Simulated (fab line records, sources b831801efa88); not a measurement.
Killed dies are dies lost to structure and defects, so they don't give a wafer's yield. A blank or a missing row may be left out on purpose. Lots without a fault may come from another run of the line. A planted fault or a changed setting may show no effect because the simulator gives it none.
fab line records | flow gf180mcu
record lots=6 wafers=18 last_day=33
route steps=602 shown V2@396 M3@409
lots that met no fault: from a run of the same line without faults
start_h: hours from the record's first day to the start of the lot's first wafer shown | wait_h: hours since the lot's step before | " the same as in the row above | L1.1+2: a row that stands for several wafers | - no value, or no start given | * or withheld: withheld | < > ~ a bound
route shown NAME@n: a module of which the file shows steps, and the number in the route of the first | usual: mean/standard deviation of fault-free wafers | same: alike in all rows | chamber/n: place in a boat | sites: the reading at each site | _std_site: their standard deviation | _edge_site: outer sites' mean less inner sites' | radius_mm: how far each site lies from the wafer's centre | mask NAME#n: copy n | behind: the tool/chamber that last shaped the wafer | hold: why the lot was held/for how many hours/how that ended | device: the transistor (n, p or np) that didn't switch | end of line: the same wafers' tests at the end of the route | a step without rows: its recipe alone | killed: dies lost to structure and defects at the first sort, not the wafer's yield | map: a wafer's dies, x killed, . not, _ none there
set.NAME: the setting as run; set.NAME@STEP: as run at that earlier step | model.NAME: the simulator's own value behind a step, which no gauge read
lots at some steps of the route; a table a step, a row a wafer
services: from which hour (start_h, from the record's first day; less than 0 if before it) a tool's chamber was out of use, for how many hours, and why
## steps
# step GF_V2_CD_MEAS_14
# recipe target_cd_nm=260
# usual cd_nm=259.7/1.1
# columns lot.wafer tool chamber start_h wait_h cd_nm
L416.1 cd_sem-02 - 491.18 0.1 259.1
L416.4 " - " " 257.9
L416.6 " - " " 259.1
L421.1 cd_sem-01 - 543.22 0.1 259.5
L421.3 " - " " 260.0
L421.4 " - " " 259.3
L424.4 cd_sem-01 - 565.51 0.1 260.1
L424.5 " - " " 260.2
L424.6 " - " " 259.7
L426.2 cd_sem-01 - 589.62 0.1 257.8
L426.5 " - " " 258.3
L426.6 " - " " 258.8
L427.1 cd_sem-01 - 595.22 0.1 259.6
L427.3 " - " " 258.6
L427.6 " - " " 258.8
L428.1 cd_sem-02 - 600.62 0.1 261.0
L428.5 " - " " 261.1
L428.6 " - " " 260.8
# step GF_V2_OVL_MEAS_15
# usual V2_OVL=-4/5.7
# columns lot.wafer tool chamber start_h wait_h V2_OVL[nm]
L416.1 overlay-01 - 491.30 0.1 -10
L416.4 " - " " -9
L416.6 " - " " -6
L421.1 overlay-02 - 543.34 0.1 3
L421.3 " - " " 1
L421.4 " - " " 7
L424.4 overlay-02 - 565.59 0.1 -6
L424.5 " - " " -7
L424.6 " - " " -1
L426.2 overlay-01 - 589.72 0.1 -5
L426.5 " - " " -5
L426.6 " - " " -6
L427.1 overlay-01 - 595.34 0.1 3
L427.3 " - " " 0
L427.6 " - " " 0
L428.1 overlay-01 - 600.74 0.1 -5
L428.5 " - " " -7
L428.6 " - " " -6
# step GF_V2_ETCH_16
# recipe chemistry=N2/H2 target_depth_a=withheld overetch_a=withheld time_s=withheld target=BARC ion_energy_ev=200 source_w=500 bias_w=100 pressure_mtorr=30 n2_flow_sccm=100 h2_flow_sccm=200
# usual chamber_pressure_mTorr=30.006/0.028 drypump_motor_current_A=5.7/0.53 n2_flow_sccm=100.0/0.32 oes_product_au=0.855/0.0047 throttle_valve_pct=13.224/0.0086
# columns lot.wafer tool chamber start_h wait_h chamber_pressure_mTorr drypump_motor_current_A n2_flow_sccm oes_product_au throttle_valve_pct
L416.1 rie_diel-01 0 491.34 0.0 30.034 4.9 99.6 0.856 13.225
L416.4 " 1 " " 30.045 6.2 100.3 0.846 13.215
L416.6 " 2 " " 30.001 6.3 100.0 0.854 13.234
L421.1 rie_diel-02 1 543.37 0.0 30.042 5.0 100.1 0.849 13.238
L421.3 " 0 " " 30.046 5.3 99.8 0.852 13.230
L421.4 " 3 " " 29.947 6.0 99.6 0.851 13.227
L424.4 rie_diel-02 0 565.60 0.0 29.992 5.3 100.2 0.848 13.227
L424.5 " 0 " " 29.994 5.3 100.2 0.855 13.231
L424.6 " 1 " " 30.049 5.0 99.8 0.856 13.217
L426.2 rie_diel-02 3 589.75 0.0 30.027 6.0 99.9 0.854 13.247
L426.5 " 3 " " 29.996 6.0 99.7 0.852 13.224
L426.6 " 0 " " 30.016 5.3 99.5 0.864 13.234
L427.1 rie_diel-01 1 595.37 0.0 29.979 6.2 99.9 0.858 13.225
L427.3 " 2 " " 29.994 6.3 99.5 0.851 13.234
L427.6 " 3 " " 29.996 6.4 100.3 0.850 13.221
L428.1 rie_diel-03 1 600.77 0.0 30.010 5.1 100.1 0.855 13.232
L428.5 " 0 " " 30.051 5.6 100.1 0.857 13.224
L428.6 " 1 " " 30.026 5.1 100.0 0.853 13.221
# step GF_V2_ETCH_17
# recipe chemistry=C4F8/O2/Ar mask_material=KrF target=SiO2 stop_on=TiN source_w=1516 bias_w=1200 pressure_mtorr=40 c4f8_flow_sccm=withheld O2_flow_sccm=6 Ar_flow_sccm=300 time_s=withheld target_depth_a=6300
# step GF_V2_STRIP_18
# recipe chemistry=O2/N2 power_w=1400 pressure_mtorr=1500 platen_temp_c=250 o2_flow_sccm=3000 n2_flow_sccm=300 overash_fraction=0.5
# usual chamber_pressure_mTorr=1500.0/1.4 drypump_motor_current_A=5.7/0.49 heater_power_w=336/26 n2_flow_sccm=299.9/1 oes_product_au=0.592/0.0048 platen_temp_c=249.98/0.17
# columns lot.wafer tool chamber start_h wait_h chamber_pressure_mTorr drypump_motor_current_A heater_power_w n2_flow_sccm oes_product_au platen_temp_c rf_hours_counter_h
L416.1 plasma_asher-03 1 491.47 - 1501.2 6.2 356 298.4 0.591 250.17 89
L416.4 " 1 " " 1499.9 6.2 356 300.0 0.589 250.17 -
L416.6 " 0 " " 1501.7 5.2 285 299.8 0.593 250.03 -
L421.1 plasma_asher-02 1 543.50 - 1498.3 5.8 317 298.3 0.593 250.06 45
L421.3 " 1 " " 1501.7 5.9 319 301.3 0.593 249.81 -
L421.4 " 0 " " 1499.3 6.2 364 300.3 0.596 250.07 -
L424.4 plasma_asher-01 1 565.77 - 1498.6 5.8 326 299.4 0.588 250.31 -
L424.5 " 1 " " 1499.6 5.8 336 299.8 0.591 249.85 -
L424.6 " 0 " " 1501.1 4.8 357 299.9 0.595 249.59 -
L426.2 plasma_asher-01 1 589.88 - 1502.6 5.8 334 300.8 0.591 250.29 78
L426.5 " 0 " " 1500.4 4.9 366 299.6 0.590 249.95 -
L426.6 " 1 " " 1499.6 5.8 331 299.6 0.595 249.74 -
L427.1 plasma_asher-03 1 595.50 - 1496.4 6.2 348 298.4 0.588 250.06 100
L427.3 " 0 " " 1498.3 5.1 290 300.3 0.593 249.88 -
L427.6 " 1 " " 1499.0 6.2 351 299.8 0.598 250.01 -
L428.1 plasma_asher-01 1 600.90 - 1498.3 5.8 337 300.5 0.587 249.67 79
L428.5 " 1 " " 1500.0 5.8 329 299.9 0.590 249.61 -
L428.6 " 0 " " 1498.7 4.9 366 301.2 0.595 249.92 -
# step GF_V2_STRIP_19
# recipe chemistry=post_etch_residue_remover time_s=1200 temp_c=72.5
# step GF_V2_CLEAN_20
# recipe chemistry=DIW dry=n2_spin
# step GF_V2_SPUTTER_21
# recipe material=Ti target_thk_nm=15 chamber_pressure_pa=5 power_w=2500 substrate_temp_c=200 time_s=80.02
# usual throttle_valve_pct=30.0/0.86
# columns lot.wafer tool chamber start_h wait_h throttle_valve_pct
L416.1 pvd_sputter-04 - 492.00 0.0 31.0
L416.4 " - " " 29.5
L416.6 " - " " 30.9
L421.1 pvd_sputter-02 - 544.13 0.0 29.7
L421.3 " - " " 30.7
L421.4 " - " " 29.0
L424.4 pvd_sputter-02 - 566.31 0.0 29.1
L424.5 " - " " 29.6
L424.6 " - " " 29.4
L426.2 pvd_sputter-04 - 590.42 0.0 30.5
L426.5 " - " " 30.8
L426.6 " - " " 30.8
L427.1 pvd_sputter-02 - 596.07 0.0 29.7
L427.3 " - " " 28.7
L427.6 " - " " 29.1
L428.1 pvd_sputter-03 - 601.47 0.0 30.3
L428.5 " - " " 31.6
L428.6 " - " " 30.1
# step GF_V2_SPUTTER_22
# recipe material=TiN target_thk_nm=10 chamber_pressure_pa=5 power_w=4000 time_s=40
# usual throttle_valve_pct=30.1/0.86
# columns lot.wafer tool chamber start_h wait_h throttle_valve_pct
L416.1 pvd_sputter-04 - 492.06 0.0 30.9
L416.4 " - " " 29.7
L416.6 " - " " 30.8
L421.1 pvd_sputter-02 - 544.19 0.0 29.4
L421.3 " - " " 30.8
L421.4 " - " " 29.1
L424.4 pvd_sputter-02 - 566.37 0.0 29.0
L424.5 " - " " 29.9
L424.6 " - " " 29.5
L426.2 pvd_sputter-04 - 590.48 0.0 31.0
L426.5 " - " " 31.0
L426.6 " - " " 30.7
L427.1 pvd_sputter-02 - 596.13 0.0 29.4
L427.3 " - " " 29.2
L427.6 " - " " 29.0
L428.1 pvd_sputter-03 - 601.53 0.0 30.2
L428.5 " - " " 31.9
L428.6 " - " " 30.2
# step GF_V2_CVD_23
# recipe material=W target_thk_nm=350 time_s=104.94 temp_c=400 pressure_torr=40
# step GF_V2_RS_MEAS_24
# recipe thk_meas_gauge=four-point-probe reads=W_of_V2_CVD_23+TiN_of_V2_SPUTTER_22+Ti_of_V2_SPUTTER_21
# usual V2_W_RS=0.327/0.0032
# columns lot.wafer tool chamber start_h wait_h V2_W_RS[ohm/sq]
L416.1 film_metro-02 - 492.21 0.1 0.329
L416.4 " - " " 0.325
L416.6 " - " " 0.323
L421.1 film_metro-03 - 544.34 0.1 0.328
L421.3 " - " " 0.331
L421.4 " - " " 0.327
L424.4 film_metro-04 - 566.58 0.1 0.327
L424.5 " - " " 0.326
L424.6 " - " " 0.328
L426.2 film_metro-04 - 590.65 0.1 0.327
L426.5 " - " " 0.326
L426.6 " - " " 0.325
L427.1 film_metro-04 - 596.28 0.1 0.325
L427.3 " - " " 0.327
L427.6 " - " " 0.332
L428.1 film_metro-02 - 601.68 0.1 0.327
L428.5 " - " " 0.327
L428.6 " - " " 0.324
# step GF_V2_THK_MEAS_25
# recipe thk_meas_gauge=xrf reads=W_of_V2_CVD_23
# usual V2_W_THK=353/4
# columns lot.wafer tool chamber start_h wait_h V2_W_THK[nm]
L416.1 film_metro-02 - 492.33 0.1 354
L416.4 " - " " 357
L416.6 " - " " 356
L421.1 film_metro-03 - 544.46 0.1 356
L421.3 " - " " 349
L421.4 " - " " 355
L424.4 film_metro-04 - 566.67 0.1 352
L424.5 " - " " 354
L424.6 " - " " 350
L426.2 film_metro-04 - 590.76 0.1 349
L426.5 " - " " 351
L426.6 " - " " 352
L427.1 film_metro-04 - 596.40 0.1 352
L427.3 " - " " 351
L427.6 " - " " 344
L428.1 film_metro-02 - 601.80 0.1 358
L428.5 " - " " 355
L428.6 " - " " 360
# step GF_V2_CMP_26
# recipe stop_on=SiO2 down_force_psi=3.5 platen_rpm=60 t_overpolish_s=15 target_thk_nm=0 pad_velocity_m_s=0.94248
# usual motor_current_A=11.0/0.91 overpolish_run_s=14.999/0.0093 time_to_endpoint_s=84/4
# columns lot.wafer tool chamber start_h wait_h motor_current_A overpolish_run_s time_to_endpoint_s
L416.1 cmp-01 3 492.39 0.1 12.0 15.001 83
L416.4 " 1 " " 11.3 14.998 81
L416.6 " 0 " " 10.4 15.005 87
L421.1 cmp-01 2 544.52 0.1 10.6 14.989 83
L421.4 " 3 " " 12.4 14.992 83
L421.3 " 1 " " 11.5 15.003 77
L424.4 cmp-02 3 566.85 0.2 10.1 15.004 79
L424.5 " 0 " " 12.2 15.008 89
L424.6 " 1 " " 11.8 15.009 76
L426.2 cmp-01 0 590.81 0.0 10.7 14.984 87
L426.5 " 0 " " 11.0 14.984 87
L426.6 " 1 " " 11.3 0.035 131
L427.1 cmp-02 1 596.46 0.1 12.0 14.991 81
L427.3 " 3 " " 9.7 14.978 81
L427.6 " 1 " " 11.7 15.000 79
L428.1 cmp-01 0 601.86 0.1 10.3 15.011 88
L428.6 " 0 " " 10.6 0.043 131
L428.5 " 1 " " 11.5 15.003 84
# step GF_M3_SPUTTER_00
# recipe material=Ti target_thk_nm=37.5 arriving_ion_energy_ev=80 substrate_temp_c=200 chamber_pressure_pa=2 power_w=4000 time_s=150
# usual throttle_valve_pct=30.5/1.1
# columns lot.wafer tool chamber start_h wait_h throttle_valve_pct
L416.1 pvd_sputter-03 - 492.69 0.2 29.5
L416.4 " - " " 31.7
L416.6 " - " " 29.1
L421.1 pvd_sputter-04 - 544.82 0.2 29.2
L421.3 " - " " 31.2
L421.4 " - " " 30.9
L424.4 pvd_sputter-03 - 567.00 0.1 30.3
L424.5 " - " " 31.7
L424.6 " - " " 30.0
L426.2 pvd_sputter-03 - 591.11 0.2 29.5
L426.5 " - " " 29.4
L427.1 pvd_sputter-03 - 596.76 0.2 29.6
L427.3 " - " " 29.3
L427.6 " - " " 29.8
L428.1 pvd_sputter-01 - 602.16 0.2 29.6
L428.5 " - " " 32.4
## services
# columns tool chamber start_h hours kind
cmp-02 - 468.51 0.4 repair
rie_diel-02 1 469.51 - clean
rie_diel-02 1 469.51 29.9 scheduled_down
rie_diel-02 1 469.51 29.9 vent_cycle
rie_diel-02 0 475.32 2.9 repair
plasma_asher-02 - 480.00 2.8 pm
plasma_asher-01 - 483.98 15.6 pm
rie_diel-03 - 488.25 0.9 repair
rie_diel-03 - 502.00 2.8 pm
rie_diel-03 1 507.10 8.1 repair
cmp-02 - 507.28 9.1 repair
plasma_asher-03 - 508.65 1.4 repair
rie_diel-01 3 531.99 3.9 repair
rie_diel-03 3 535.83 4.2 repair
rie_diel-01 1 554.57 8.3 repair
plasma_asher-02 - 557.39 0.8 repair
rie_diel-02 0 560.25 5.1 repair
plasma_asher-02 - 561.91 1.3 repair
plasma_asher-01 - 566.69 2.2 repair
rie_diel-02 1 571.56 2.8 repair
cmp-02 - 572.55 4.0 pm
pvd_sputter-04 - 577.63 2.6 repair
cmp-01 - 579.75 1.1 repair
cmp-02 - 580.83 12.1 pm
## key
first_sign step=GF_V2_CMP_26 reading=overpolish_run_s direction=down sigmas=99+ usual=14.999 struck=0.039
effect step=GF_V2_CMP_26 reading=time_to_endpoint_s direction=up sigmas=12 usual=* struck=*
met_at GF_V2_CMP_26
struck_wafers L426.6,L428.6
later_rows_left_out L426.6,L428.6
sort_left_out L426.6,L428.6
onset_between 544.52 590.81
fault kind=process_parameter_drift tool=cmp-01 chamber=- onset_h=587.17 steps=GF_V2_CMP_26 channel=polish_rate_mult offset=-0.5 shape=step end_h=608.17 scope=struck_wafers_only
# sort_left_out: the simulated sort isn't trusted on such a fault, so these wafers' sort isn't shown, and their yield isn't known
# later_rows_left_out: the simulator's readings of these wafers behind a module that went badly wrong aren't trusted and aren't shown, but for the sort
